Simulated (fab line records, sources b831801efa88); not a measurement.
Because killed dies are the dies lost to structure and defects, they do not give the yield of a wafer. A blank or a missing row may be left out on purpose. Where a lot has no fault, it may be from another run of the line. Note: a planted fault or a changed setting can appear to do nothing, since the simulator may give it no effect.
A lot that was struck, set against a sound lot ; flow gf180mcu ; 15 out of 602 route steps
Sound: wafers L710.1, L710.3, L710.6. Struck: wafer L718.1. (L718.3, L718.4 of the same lot were not struck and are left out.) The cause comes at the end.
At each step with rows: each side's tool, then ch and its chambers, then its first start. Under that, the readings that differ: sound wafers ; struck wafers ; difference of the means ; sigmas: that difference in standard deviations of wafers without a fault.
alike: readings with means less than 2 such deviations apart, plus words and numbers identical on both sides. not compared: withheld readings, readings lacking a value on some wafer, bounds such as >300 that could conceal the same value, and numbers that have no deviation in the record and whose values overlap.
Wherever a step has rows on one side only, a row that says differs or no value, or a row with sigmas, the two part there. Numbers that don't overlap but have no deviation are shown without sigmas and don't part them. A reading that every wafer of one side lacks parts them only if that side has two wafers or more.

first, 1 step without rows for these wafers: GF_V4_SPUTTER_22 (material TiN, target thk 10 nm, time 40 s).
GF_V4_CVD_23: deposits W, target thk 350 nm, time 104.9 s.
  sound on cvd w-02 ch 0,1, day 26 11:24; struck on cvd w-01 ch 1, day 28 19:46
  alike: heater power w
GF_V4_RS_MEAS_24: uses a four-point probe to measure.
  sound on film metro-01, day 26 11:31; struck on film metro-02, day 28 19:53
  alike: V4_W_RS
GF_V4_THK_MEAS_25: measures by xrf.
  sound on film metro-01, day 26 11:38; struck on film metro-02, day 28 20:00
reading;sound;struck;difference;sigmas
V4_W_THK (nm);360 364 361;344;-18;-3
then, 2 steps without rows for these wafers: GF_V4_CMP_26 (polishes, stops on SiO2, t overpolish 15 s, target thk 0 nm); GF_MIM_SPUTTER_00 (material Ti, target thk 37.5 nm, time 150 s).
GF_MIM_SPUTTER_01: material TiN, target thk 30 nm, time 25 s.
  sound on pvd sputter-04, day 26 12:05; struck on pvd sputter-04, day 28 20:28
  alike: throttle valve pct
GF_MIM_SPUTTER_02: material AlCu, target thk 450 nm, time 23.9 s.
  sound on pvd sputter-04, day 26 12:07; struck on pvd sputter-04, day 28 20:29
  alike: throttle valve pct
then, 2 steps without rows for these wafers: GF_MIM_SPUTTER_03 (material Ti, target thk 10 nm, time 6.7 s); GF_MIM_SPUTTER_04 (material TiN, target thk 50 nm, time 41.7 s).
GF_MIM_CVD_05: deposits Si3N4, target thk 42 nm, time 29.086 s.
  sound on pecvd-04 ch 0,2, day 26 12:13; struck on pecvd-03 ch 2, day 28 20:35
  alike: heater power w
GF_MIM_THK_MEAS_06:
  sound on film metro-02, day 26 12:14; struck on film metro-02, day 28 20:37
  alike: MIM_CVD_05_THK
GF_MIM_SPUTTER_07: material TiN, target thk 60 nm, time 50 s.
  sound on pvd sputter-03, day 26 12:18; struck on pvd sputter-03, day 28 20:41
reading;sound;struck;difference;sigmas
model.TiN_of_MIM_SPUTTER_07.thk nm (nm);60.03 59.11 59.42;62.56;+3.04;
  alike: throttle valve pct
GF_MIM_SPUTTER_08: material AlCu, target thk 200 nm, time 10.6 s.
  sound on pvd sputter-03, day 26 12:21; struck on pvd sputter-03, day 28 20:43
  alike: throttle valve pct
-- the record jumps here: 4 days lie between the struck wafers' starts before and after (it left off in module MIM and takes up again in module PASSIVATION, whose first step shown is number 602 of the route) --
GF_PASSIVATION_PROBE_99:
  rows exist in the record for the struck wafers here (prober-01, day 32 20:48), but not for the sound ones

## WHERE THEY PART
First at GF_V4_THK_MEAS_25; last, within this record, at GF_PASSIVATION_PROBE_99.

WHY: what the simulator had put in
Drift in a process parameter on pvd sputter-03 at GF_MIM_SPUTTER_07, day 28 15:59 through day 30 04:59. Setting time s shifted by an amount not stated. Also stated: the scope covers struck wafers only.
